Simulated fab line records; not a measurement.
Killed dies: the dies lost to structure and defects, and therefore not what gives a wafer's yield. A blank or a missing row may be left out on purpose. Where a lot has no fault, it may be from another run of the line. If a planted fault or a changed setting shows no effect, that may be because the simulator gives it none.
fab line records	flow gf180mcu
record: lots: 5	wafers: 23
route steps=602 shown STI@4 NWELL@46 LVPWELL@56 MVPSD@88 VT_IMPLANT@103 HV_LDD@180
start_h: the number of hours between the record's first day and the start of the first shown wafer of the lot	wait_h: how many hours have passed since the lot's step before this one	" the same as in the row above	L1.1+2: several wafers, shown together as one row	- value missing, or start not given	* or withheld: withheld	< > ~ a bound
route shown NAME@n: a module of which the file shows steps, and the number in the route of the first	usual: mean and standard deviation over wafers with no fault	same: alike in all rows	chamber/n: place in a boat	sites: readings site by site	_std_site: their standard deviation	_edge_site: mean of outer sites minus mean of inner sites	radius_mm: for every site, how far away it sits from the centre of the wafer	mask NAME#n: copy n	behind: the most recent tool/chamber to have shaped the wafer	hold: reason for holding the lot/hours on hold/outcome of the hold	device: the n, p or np transistor that did not switch	end of line: at the end of the route, the tests of the same wafers	a step given without rows: its recipe and nothing more	killed: the dies lost at the first sort to structure and to defects; this is not the yield of the wafer	map: dies across one wafer; x = killed, . = not, _ = none there
set.NAME: the setting the step ran with; set.NAME@STEP: the setting that earlier step ran with	model.NAME: the simulator's own value behind a step, which no gauge read
lots whose settings were changed on purpose; a table a step, a row a wafer
== steps ==
step: GF_STI_CVD_03
recipe: material: Si3N4	precursor: DCS/NH3	target_thk_nm: 207.16	temp_c: 770	time_s: 3551	pressure_mtorr: 250
lot.wafer	tool	chamber	start_h	wait_h	set.temp_c	model.Si3N4_of_STI_CVD_03.thk_nm
L075.1	lpcvd-01	1	16.57	0.1	770	205.9
L075.4	"	1	"	"	770	206.8
L075.6	"	1	"	"	770	206.1
L077.1	-	-	-	0.1	757.9	165.1
L077.2	"	-	"	"	757.9	164.7
L077.3	"	-	"	"	757.9	164.3
L077.5	"	-	"	"	757.9	164
L077.6	"	-	"	"	757.9	165.4
L078.1	-	-	-	0.1	786.6	284.7
L078.2	"	-	"	"	786.6	283.1
L078.3	"	-	"	"	786.6	284.4
L078.4	"	-	"	"	786.6	284.6
L078.6	"	-	"	"	786.6	284
L079.1	-	-	-	0.1	784	269.1
L079.2	"	-	"	"	784	268.2
L079.3	"	-	"	"	784	267
L079.4	"	-	"	"	784	267.8
L079.5	"	-	"	"	784	268.6
L083.2	-	-	-	0.0	770	209
L083.3	"	-	"	"	770	209.7
L083.4	"	-	"	"	770	209.5
L083.5	"	-	"	"	770	209.3
L083.6	"	-	"	"	770	210.1
step: GF_STI_THK_MEAS_04
recipe: reads: Si3N4_of_STI_CVD_03
usual: STI_CVD_03_THK: 206.3/2.4
lot.wafer	tool	chamber	start_h	wait_h	set.temp_c@STI_CVD_03	STI_CVD_03_THK[nm]
L075.1	film_metro-02	-	18.56	0.0	770	205.9
L075.4	"	-	"	"	770	206.7
L075.6	"	-	"	"	770	206.3
L077.1	film_metro-02	-	-	-	757.9	165.1
L077.2	"	-	"	"	757.9	164.6
L077.3	"	-	"	"	757.9	164.1
L077.5	"	-	"	"	757.9	164.0
L077.6	"	-	"	"	757.9	165.6
L078.1	film_metro-02	-	-	-	786.6	284.9
L078.2	"	-	"	"	786.6	283.0
L078.3	"	-	"	"	786.6	284.3
L078.4	"	-	"	"	786.6	284.4
L078.6	"	-	"	"	786.6	284.0
L079.1	film_metro-02	-	-	-	784	269.3
L079.2	"	-	"	"	784	268.0
L079.3	"	-	"	"	784	266.9
L079.4	"	-	"	"	784	267.8
L079.5	"	-	"	"	784	268.8
L083.2	film_metro-02	-	-	-	770	208.9
L083.3	"	-	"	"	770	209.7
L083.4	"	-	"	"	770	209.4
L083.5	"	-	"	"	770	209.3
L083.6	"	-	"	"	770	210.1
step: GF_STI_ETCH_13
recipe: chemistry: CHF3/O2	stop_on: Si	over_etch_frac: 0.3	target_depth_a: 2823.1	source_w: 600	bias_w: 200	pressure_mtorr: 40	chf3_flow_sccm: 50	O2_flow_sccm: 5	time_s: 112.9
usual: oes_product_au: 0.830/0.0073
lot.wafer	tool	chamber	start_h	wait_h	set.bias_w	set.temp_c@STI_CVD_03	oes_product_au	model.etch.depth_nm
L075.1	rie_diel-01	0	29.99	0.1	200	770	0.828	205.9
L075.4	"	3	"	"	200	770	0.830	206.8
L075.6	"	3	"	"	200	770	0.835	206.1
L077.1	rie_diel-04	0	40.50	0.1	200	757.9	0.745	-
L077.2	"	2	"	"	207.2	757.9	0.743	164.7
L077.3	"	3	"	"	200	757.9	0.739	-
L077.5	"	3	"	"	207.2	757.9	0.736	-
L077.6	"	0	"	"	200	757.9	0.740	-
L078.1	rie_diel-01	0	46.44	0.1	200	786.6	0.987	-
L078.2	"	1	"	"	200	786.6	0.986	-
L078.3	"	2	"	"	200	786.6	0.987	281.9
L078.4	"	3	"	"	200	786.6	0.978	-
L078.6	"	3	"	"	200	786.6	0.990	-
L079.1	rie_diel-04	1	50.89	0.1	200	784	0.966	-
L079.2	"	3	"	"	207.4	784	0.959	-
L079.3	"	0	"	"	200	784	0.962	267
L079.4	"	2	"	"	207.4	784	0.969	-
L079.5	"	0	"	"	207.4	784	0.964	-
L083.2	rie_diel-01	0	71.40	0.1	200	770	0.838	-
L083.3	"	2	"	"	216	770	0.830	-
L083.4	"	3	"	"	216	770	0.841	-
L083.5	"	1	"	"	216	770	0.836	-
L083.6	"	2	"	"	200	770	0.841	-
step: GF_NWELL_EXPOSE_04
recipe: mask_id: Nwell	target_cd_nm: 860	na: 0.6	source_shape: conventional	sigma_outer: 0.6	dose_mj: 260
lot.wafer	tool	chamber	start_h	wait_h	mask	set.dose_mj
L075.1+4+6	iline_stepper-02	0	-	-	Nwell#0	260
L077.1+3+5	iline_stepper-02	0	-	-	Nwell#0	260
L077.2+6	"	0	"	"	Nwell#0	240.9
L078.1+3+4	iline_stepper-02	0	-	-	Nwell#0	267.4
L078.2+6	"	0	"	"	Nwell#0	260
L079.1+2+3+4+5	iline_stepper-02	0	-	-	Nwell#0	260
L083.2+3+4+5+6	iline_stepper-01	0	-	-	Nwell#0	260
step: GF_NWELL_PEB_05
recipe: temp_c: 115	time_s: withheld
step: GF_NWELL_DEVELOP_06
recipe: wall_angle_deg: 90	develop_time_s: 62.53	dev_temp_c: 23
lot.wafer	tool	chamber	start_h	wait_h	set.dose_mj@NWELL_EXPOSE_04	model.NWELL.cd_nm
L075.1	litho_track-02	0	-	-	260	861.2
L075.4	"	0	"	"	260	860.6
L075.6	"	0	"	"	260	861.8
L077.1	litho_track-01	0	-	-	260	865
L077.2	"	0	"	"	240.9	845.6
L077.3	"	0	"	"	260	866.5
L077.5	"	0	"	"	260	864.3
L077.6	"	0	"	"	240.9	841.9
L078.1	litho_track-03	0	-	-	267.4	863.9
L078.2	"	0	"	"	260	855.4
L078.3	"	0	"	"	267.4	861.4
L078.4	"	0	"	"	267.4	863.2
L078.6	"	0	"	"	260	853.2
L079.1	litho_track-02	0	-	-	260	854.4
L079.2	"	0	"	"	260	855.1
L079.3	"	0	"	"	260	854.3
L079.4	"	0	"	"	260	857.1
L079.5	"	0	"	"	260	855
L083.2	litho_track-03	0	-	-	260	853.3
L083.3	"	0	"	"	260	854.1
L083.4+6	"	0	"	"	260	851.1
L083.5	"	0	"	"	260	852.4
step: GF_NWELL_IMPLANT_08
recipe: species: P	energy_kev: 450	dose_cm2: 1.5e+13	tilt_deg: 0
lot.wafer	tool	chamber	start_h	wait_h	set.energy_kev	model.implant.rp_nm	model.implant.drp_nm
L075.1+4+6	implanter-03	0	60.47	0.0	450	537.9	123.9
L077.1+2+3	implanter-03	0	72.32	0.0	450	545.6	123.9
L077.5+6	"	0	"	"	436.4	530.9	122
L078.1+2+4	implanter-02	0	77.85	0.0	450	556.7	123.9
L078.3+6	"	0	"	"	436.1	541.3	122
L079.1+2+3+4+5	implanter-03	0	82.02	0.0	450	548.9	123.9
L083.2+5	implanter-01	0	106.98	0.0	411.6	511.3	118.6
L083.3+4+6	"	0	"	"	450	553.9	123.9
step: GF_LVPWELL_COAT_02
recipe: spin_rpm: 2000	resist_thk_nm: 3000
lot.wafer	tool	chamber	start_h	wait_h	set.resist_thk_nm	model.coat_of_LVPWELL_COAT_02.thk_nm
L075.1	litho_track-04	0	66.87	0.1	3000	2989
L075.4	"	0	"	"	3000	3004
L075.6	"	0	"	"	3000	2993
L077.1+6	litho_track-04	0	78.72	0.1	3000	2995
L077.2+3	"	0	"	"	3000	3005
L077.5	"	0	"	"	3000	3008
L078.1	litho_track-04	0	84.47	0.1	3000	2993
L078.2	"	0	"	"	3000	2990
L078.3	"	0	"	"	3082	3073
L078.4	"	0	"	"	3082	3067
L078.6	"	0	"	"	3082	3070
L079.1	litho_track-01	0	88.63	0.1	3000	2989
L079.2	"	0	"	"	3000	2981
L079.3	"	0	"	"	3000	2980
L079.4	"	0	"	"	2945	2929
L079.5	"	0	"	"	2945	2927
L083.2+5	litho_track-01	0	113.86	0.1	3000	2991
L083.3	"	0	"	"	3000	3000
L083.4	"	0	"	"	3000	2993
L083.6	"	0	"	"	3000	2990
step: GF_LVPWELL_SOFTBAKE_03
recipe: temp_c: 110	time_s: withheld
step: GF_LVPWELL_EXPOSE_04
recipe: mask_id: LVPWELL	target_cd_nm: 600	na: 0.6	source_shape: conventional	sigma_outer: 0.6	dose_mj: 260
step: GF_LVPWELL_IMPLANT_08
recipe: species: B	energy_kev: 170	dose_cm2: 1.5e+13	tilt_deg: 0
step: GF_LVPWELL_IMPLANT_09
recipe: species: B	energy_kev: 60	dose_cm2: 5e+12	tilt_deg: 0
step: GF_LVPWELL_STRIP_10
recipe: chemistry: O2/N2	power_w: 1400	pressure_mtorr: 1500	platen_temp_c: 250	o2_flow_sccm: 3000	n2_flow_sccm: 300	overash_fraction: 0.5
usual: strip_time_to_endpoint_s: 36.92/0.1
lot.wafer	tool	chamber	start_h	wait_h	set.resist_thk_nm@LVPWELL_COAT_02	strip_time_to_endpoint_s
L075.1	plasma_asher-02	0	74.47	0.1	3000	36.82
L075.4	"	1	"	"	3000	37.00
L075.6	"	1	"	"	3000	36.87
L077.1	plasma_asher-01	1	85.82	0.1	3000	36.88
L077.2	"	0	"	"	3000	37.00
L077.3	"	1	"	"	3000	37.01
L077.5	"	1	"	"	3000	37.03
L077.6	"	0	"	"	3000	36.90
L078.1	plasma_asher-01	1	92.17	0.1	3000	36.87
L078.2	"	0	"	"	3000	36.83
L078.3	"	0	"	"	3082	37.78
L078.4	"	1	"	"	3082	37.69
L078.6	"	0	"	"	3082	37.73
L079.1	plasma_asher-01	0	96.34	0.1	3000	36.82
L079.2	"	1	"	"	3000	36.73
L079.3	"	0	"	"	3000	36.70
L079.4	"	1	"	"	2945	36.13
L079.5	"	0	"	"	2945	36.14
L083.2	plasma_asher-02	0	122.22	0.1	3000	36.85
L083.3	"	0	"	"	3000	36.95
L083.4	"	1	"	"	3000	36.88
L083.5	"	1	"	"	3000	36.84
L083.6	"	0	"	"	3000	36.84
step: GF_MVPSD_STRIP_10
recipe: chemistry: O2/N2	power_w: 1400	pressure_mtorr: 1500	platen_temp_c: 250	o2_flow_sccm: 3000	n2_flow_sccm: 300	overash_fraction: 0.5
usual: oes_product_au: 0.723/0.0044	strip_time_to_endpoint_s: 36.96/0.1
lot.wafer	tool	chamber	start_h	wait_h	set.pressure_mtorr	oes_product_au	strip_time_to_endpoint_s
L075.1	plasma_asher-01	0	102.22	0.1	1500	0.717	36.87
L075.4	"	0	"	"	1500	0.734	36.97
L075.6	"	0	"	"	1500	0.729	36.88
L077.1	plasma_asher-01	1	113.85	0.1	1500	0.716	37.09
L077.2	"	0	"	"	1500	0.726	37.07
L077.3	"	1	"	"	1500	0.724	37.08
L077.5	"	1	"	"	1500	0.723	37.01
L077.6	"	0	"	"	1500	0.734	37.03
L078.1	plasma_asher-01	1	120.36	0.1	1500	0.713	36.88
L078.2	"	0	"	"	1500	0.725	36.83
L078.3	"	1	"	"	1500	0.719	36.82
L078.4	"	0	"	"	1500	0.722	36.80
L078.6	"	1	"	"	1500	0.727	36.93
L079.1	plasma_asher-01	1	125.40	0.1	1366	0.712	38.05
L079.2	"	0	"	"	1366	0.707	38.12
L079.3	"	0	"	"	1366	0.711	38.11
L079.4	"	1	"	"	1366	0.708	38.12
L079.5	"	0	"	"	1366	0.712	38.02
L083.2	plasma_asher-01	0	153.10	0.1	1311	0.704	38.79
L083.3	"	0	"	"	1311	0.705	38.77
L083.4	"	1	"	"	1311	0.708	38.64
L083.5	"	0	"	"	1311	0.697	38.77
L083.6	"	1	"	"	1311	0.706	38.60
step: GF_VT_IMPLANT_COAT_13
recipe: resist: NOVOLAK	spin_rpm: 3000	resist_thk_nm: 1000
lot.wafer	tool	chamber	start_h	wait_h	set.resist_thk_nm	model.NOVOLAK_of_VT_IMPLANT_COAT_13.thk_nm
L075.1	litho_track-02	0	123.58	0.1	1000	1002
L075.4	"	0	"	"	1000	1003
L075.6	"	0	"	"	1000	1004
L077.1	litho_track-02	0	136.68	0.1	1026	1028
L077.2+5	"	0	"	"	1000	1003
L077.3	"	0	"	"	1026	1026
L077.6	"	0	"	"	1026	1030
L078.1+2	litho_track-02	0	142.93	0.1	1000	1000
L078.3	"	0	"	"	960.6	961.9
L078.4	"	0	"	"	960.6	962.5
L078.6	"	0	"	"	960.6	961.2
L079.1	litho_track-02	0	147.43	0.1	1000	1002
L079.2	"	0	"	"	1020	1017
L079.3	"	0	"	"	1020	1020
L079.4	"	0	"	"	1000	999.6
L079.5	"	0	"	"	1000	1001
L083.2	litho_track-01	0	177.00	0.1	1000	1006
L083.3	"	0	"	"	1051	1056
L083.4	"	0	"	"	1000	1004
L083.5	"	0	"	"	1000	1008
L083.6	"	0	"	"	1051	1057
step: GF_VT_IMPLANT_SOFTBAKE_14
recipe: temp_c: 90	time_s: 60	resist: NOVOLAK
step: GF_VT_IMPLANT_EXPOSE_15
recipe: mask_id: Nwell_LV_AREA	target_cd_nm: 860	na: 0.6	source_shape: conventional	sigma_outer: 0.6	dose_mj: 140
step: GF_VT_IMPLANT_IMPLANT_19
recipe: species: As	energy_kev: 100	dose_cm2: 4.35e+12	tilt_deg: 7
step: GF_VT_IMPLANT_STRIP_20
recipe: chemistry: O2/N2	power_w: 1400	pressure_mtorr: 1500	platen_temp_c: 250	o2_flow_sccm: 3000	n2_flow_sccm: 300	overash_fraction: 0.5
usual: strip_time_to_endpoint_s: 12.65/0.037
lot.wafer	tool	chamber	start_h	wait_h	set.resist_thk_nm@VT_IMPLANT_COAT_13	strip_time_to_endpoint_s
L075.1	plasma_asher-02	1	131.47	0.1	1000	12.66
L075.4	"	1	"	"	1000	12.68
L075.6	"	0	"	"	1000	12.67
L077.1	plasma_asher-02	0	144.07	0.1	1026	12.90
L077.2	"	1	"	"	1000	12.67
L077.3	"	1	"	"	1026	12.87
L077.5	"	1	"	"	1000	12.65
L077.6	"	0	"	"	1026	12.91
L078.1	plasma_asher-02	0	150.97	0.1	1000	12.63
L078.2	"	1	"	"	1000	12.63
L078.3	"	1	"	"	960.6	12.17
L078.4	"	0	"	"	960.6	12.22
L078.6	"	1	"	"	960.6	12.19
L079.1	plasma_asher-04	0	155.92	0.1	1000	12.66
L079.2	"	1	"	"	1020	12.84
L079.3	"	0	"	"	1020	12.77
L079.4	"	1	"	"	1000	12.63
L079.5	"	1	"	"	1000	12.65
L083.2	plasma_asher-03	1	185.62	0.1	1000	12.72
L083.3	"	0	"	"	1051	13.19
L083.4	"	1	"	"	1000	12.68
L083.5	"	1	"	"	1000	12.72
L083.6	"	0	"	"	1051	13.20
step: GF_VT_IMPLANT_COAT_24
recipe: resist: NOVOLAK	spin_rpm: 3000	resist_thk_nm: 1000
lot.wafer	tool	chamber	start_h	wait_h	set.spin_rpm	model.NOVOLAK_of_VT_IMPLANT_COAT_24.thk_nm
L075.1	litho_track-03	0	138.66	0.1	3000	997.8
L075.4	"	0	"	"	3000	999.8
L075.6	"	0	"	"	3000	998.4
L077.1	litho_track-03	0	151.76	0.1	3000	998.8
L077.2	"	0	"	"	3000	999.6
L077.3	"	0	"	"	3000	999.3
L077.5	"	0	"	"	3000	1001
L077.6	"	0	"	"	3000	1003
L078.1	litho_track-02	0	159.08	0.1	3154	972.2
L078.2	"	0	"	"	3000	1001
L078.3	"	0	"	"	3000	999.6
L078.4	"	0	"	"	3154	977.1
L078.6	"	0	"	"	3154	975.7
L079.1	litho_track-03	0	163.36	0.1	3000	1003
L079.2	"	0	"	"	3000	1002
L079.3	"	0	"	"	3000	1000
L079.4	"	0	"	"	3101	985.9
L079.5	"	0	"	"	3101	987.1
L083.2	litho_track-03	0	194.19	0.1	3000	1005
L083.3+5	"	0	"	"	3000	1002
L083.4	"	0	"	"	3207	970.2
L083.6	"	0	"	"	3207	969.7
step: GF_VT_IMPLANT_IMPLANT_30
recipe: species: B	energy_kev: 25	dose_cm2: 2.534e+12	tilt_deg: 7
lot.wafer	tool	chamber	start_h	wait_h	set.dose_cm2
L075.1+4+6	implanter-01	0	146.47	0.0	2.534e+12
L077.1+3	implanter-03	0	159.65	0.0	2.332e+12
L077.2+5+6	"	0	"	"	2.534e+12
L078.1+3	implanter-02	0	166.77	0.0	2.871e+12
L078.2+4+6	"	0	"	"	2.534e+12
L079.1+3+5	implanter-01	0	171.42	0.0	2.534e+12
L079.2+4	"	0	"	"	2.315e+12
L083.2+3+4+5+6	implanter-03	0	202.69	0.0	2.534e+12
step: GF_VT_IMPLANT_STRIP_31
recipe: chemistry: O2/N2	power_w: 1400	pressure_mtorr: 1500	platen_temp_c: 250	o2_flow_sccm: 3000	n2_flow_sccm: 300	overash_fraction: 0.5
usual: strip_time_to_endpoint_s: 12.633/0.028
lot.wafer	tool	chamber	start_h	wait_h	set.spin_rpm@VT_IMPLANT_COAT_24	strip_time_to_endpoint_s
L075.1	plasma_asher-02	1	146.62	0.1	3000	12.601
L075.4	"	1	"	"	3000	12.622
L075.6	"	1	"	"	3000	12.624
L077.1	plasma_asher-02	1	159.80	0.1	3000	12.619
L077.2	"	0	"	"	3000	12.643
L077.3	"	1	"	"	3000	12.631
L077.5	"	1	"	"	3000	12.626
L077.6	"	0	"	"	3000	12.668
L078.1	plasma_asher-03	1	166.92	0.1	3154	12.295
L078.2	"	0	"	"	3000	12.646
L078.3	"	0	"	"	3000	12.629
L078.4	"	1	"	"	3154	12.359
L078.6	"	1	"	"	3154	12.342
L079.1	plasma_asher-02	1	171.57	0.1	3000	12.661
L079.2	"	0	"	"	3000	12.654
L079.3	"	1	"	"	3000	12.627
L079.4	"	0	"	"	3101	12.461
L079.5	"	0	"	"	3101	12.489
L083.2	plasma_asher-03	1	202.82	0.1	3000	12.701
L083.3	"	0	"	"	3000	12.657
L083.4	"	1	"	"	3207	12.291
L083.5	"	0	"	"	3000	12.640
L083.6	"	1	"	"	3207	12.294
step: GF_VT_IMPLANT_TW_MEAS_32
usual: VT_IMPLANT_3_TW: 270.0/1.6
lot.wafer	tool	chamber	start_h	wait_h	set.dose_cm2@VT_IMPLANT_IMPLANT_30	VT_IMPLANT_3_TW
L075.1	film_metro-03	-	146.72	0.1	2.534e+12	268.1
L075.4	"	-	"	"	2.534e+12	268.0
L075.6	"	-	"	"	2.534e+12	267.5
L077.1	film_metro-04	-	159.90	0.1	2.332e+12	264.8
L077.2	"	-	"	"	2.534e+12	269.7
L077.3	"	-	"	"	2.332e+12	263.7
L077.5	"	-	"	"	2.534e+12	271.4
L077.6	"	-	"	"	2.534e+12	270.5
L078.1	film_metro-01	-	167.02	0.1	2.871e+12	278.5
L078.2	"	-	"	"	2.534e+12	270.3
L078.3	"	-	"	"	2.871e+12	279.3
L078.4	"	-	"	"	2.534e+12	269.3
L078.6	"	-	"	"	2.534e+12	270.2
L079.1	film_metro-04	-	171.67	0.1	2.534e+12	270.5
L079.2	"	-	"	"	2.315e+12	265.1
L079.3	"	-	"	"	2.534e+12	273.5
L079.4	"	-	"	"	2.315e+12	264.0
L079.5	"	-	"	"	2.534e+12	271.5
L083.2	film_metro-04	-	202.93	0.1	2.534e+12	270.9
L083.3	"	-	"	"	2.534e+12	270.2
L083.4	"	-	"	"	2.534e+12	269.9
L083.5	"	-	"	"	2.534e+12	271.8
L083.6	"	-	"	"	2.534e+12	271.8
step: GF_HV_LDD_EXPOSE_04
recipe: mask_id: Nplus_LV_AREA	target_cd_nm: 400	na: 0.6	source_shape: conventional	sigma_outer: 0.6	dose_mj: 140
lot.wafer	tool	chamber	start_h	wait_h	mask	set.dose_mj
L075.1+4+6	iline_stepper-01	0	-	-	Nplus_LV_AREA#0	140
L077.1+2+5	iline_stepper-02	0	-	-	Nplus_LV_AREA#0	140
L077.3+6	"	0	"	"	Nplus_LV_AREA#0	147.9
L078.1+4+6	iline_stepper-01	0	-	-	Nplus_LV_AREA#0	135.3
L078.2+3	"	0	"	"	Nplus_LV_AREA#0	140
L079.1+2+3+4+5	iline_stepper-01	0	-	-	Nplus_LV_AREA#0	140
L083.2+3+4+5+6	iline_stepper-01	0	-	-	Nplus_LV_AREA#0	140
step: GF_HV_LDD_PEB_05
recipe: temp_c: withheld	time_s: *	resist: NOVOLAK
step: GF_HV_LDD_DEVELOP_06
recipe: develop_time_s: 60	dev_temp_c: 23
step: GF_HV_LDD_CD_MEAS_07
recipe: target_cd_nm: 400
usual: cd_nm: 400.1/2.7
lot.wafer	tool	chamber	start_h	wait_h	set.dose_mj@HV_LDD_EXPOSE_04	cd_nm
L075.1	cd_sem-01	-	221.36	0.1	140	399.0
L075.4	"	-	"	"	140	400.2
L075.6	"	-	"	"	140	398.0
L077.1	cd_sem-02	-	235.61	0.1	140	400.4
L077.2	"	-	"	"	140	400.2
L077.3	"	-	"	"	147.9	416.5
L077.5	"	-	"	"	140	400.5
L077.6	"	-	"	"	147.9	417.2
L078.1	cd_sem-01	-	243.28	0.1	135.3	386.9
L078.2	"	-	"	"	140	397.2
L078.3	"	-	"	"	140	397.7
L078.4	"	-	"	"	135.3	386.8
L078.6	"	-	"	"	135.3	385.9
L079.1	cd_sem-01	-	249.18	0.1	140	405.1
L079.2	"	-	"	"	140	403.4
L079.3	"	-	"	"	140	403.7
L079.4	"	-	"	"	140	404.0
L079.5	"	-	"	"	140	403.8
L083.2	cd_sem-01	-	289.24	0.1	140	399.2
L083.3	"	-	"	"	140	400.4
L083.4	"	-	"	"	140	401.6
L083.5	"	-	"	"	140	400.8
L083.6	"	-	"	"	140	400.0
== key ==
split: step: GF_STI_CVD_03	setting: temp_c	stated: 770	by: lot
response: step: GF_STI_CVD_03	reading: model.Si3N4_of_STI_CVD_03.thk_nm	change: +31.9	per: 1%	r: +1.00
response: step: GF_STI_THK_MEAS_04	reading: STI_CVD_03_THK	change: +31.9	per: 1%	r: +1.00
response: step: GF_STI_ETCH_13	reading: oes_product_au	change: +0.0667	per: 1%	r: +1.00
response: step: GF_STI_ETCH_13	reading: model.etch.depth_nm	change: +31.8	per: 1%	r: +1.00
split: step: GF_STI_ETCH_13	setting: bias_w	stated: 200	by: wafer
response none clear
split: step: GF_NWELL_EXPOSE_04	setting: dose_mj	stated: 260	by: wafer
response: step: GF_NWELL_DEVELOP_06	reading: model.NWELL.cd_nm	change: +2.94	per: 1%	r: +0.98
split: step: GF_NWELL_IMPLANT_08	setting: energy_kev	stated: 450	by: wafer
response: step: GF_NWELL_IMPLANT_08	reading: model.implant.rp_nm	change: +4.98	per: 1%	r: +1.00
response: step: GF_NWELL_IMPLANT_08	reading: model.implant.drp_nm	change: +0.613	per: 1%	r: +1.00
split: step: GF_LVPWELL_COAT_02	setting: resist_thk_nm	stated: 3000	by: wafer
response: step: GF_LVPWELL_COAT_02	reading: model.coat_of_LVPWELL_COAT_02.thk_nm	change: +29.2	per: 1%	r: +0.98
response: step: GF_LVPWELL_STRIP_10	reading: strip_time_to_endpoint_s	change: *	per: 1%	r: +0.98
split: step: GF_MVPSD_STRIP_10	setting: pressure_mtorr	stated: 1500	by: lot
response: step: GF_MVPSD_STRIP_10	reading: oes_product_au	change: +0.00158	per: 1%	r: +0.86
response: step: GF_MVPSD_STRIP_10	reading: strip_time_to_endpoint_s	change: *	per: 1%	r: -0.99
split: step: GF_VT_IMPLANT_COAT_13	setting: resist_thk_nm	stated: 1000	by: wafer
response: step: GF_VT_IMPLANT_COAT_13	reading: model.NOVOLAK_of_VT_IMPLANT_COAT_13.thk_nm	change: +9.75	per: 1%	r: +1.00
response: step: GF_VT_IMPLANT_STRIP_20	reading: strip_time_to_endpoint_s	change: *	per: 1%	r: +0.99
split: step: GF_VT_IMPLANT_COAT_24	setting: spin_rpm	stated: 3000	by: wafer
response: step: GF_VT_IMPLANT_COAT_24	reading: model.NOVOLAK_of_VT_IMPLANT_COAT_24.thk_nm	change: -4.78	per: 1%	r: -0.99
response: step: GF_VT_IMPLANT_STRIP_31	reading: strip_time_to_endpoint_s	change: *	per: 1%	r: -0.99
split: step: GF_VT_IMPLANT_IMPLANT_30	setting: dose_cm2	stated: 2.534e+12	by: wafer
response: step: GF_VT_IMPLANT_TW_MEAS_32	reading: VT_IMPLANT_3_TW	change: +0.737	per: 1%	r: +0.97
split: step: GF_HV_LDD_EXPOSE_04	setting: dose_mj	stated: 140	by: wafer
response: step: GF_HV_LDD_CD_MEAS_07	reading: cd_nm	change: +3.01	per: 1%	r: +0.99
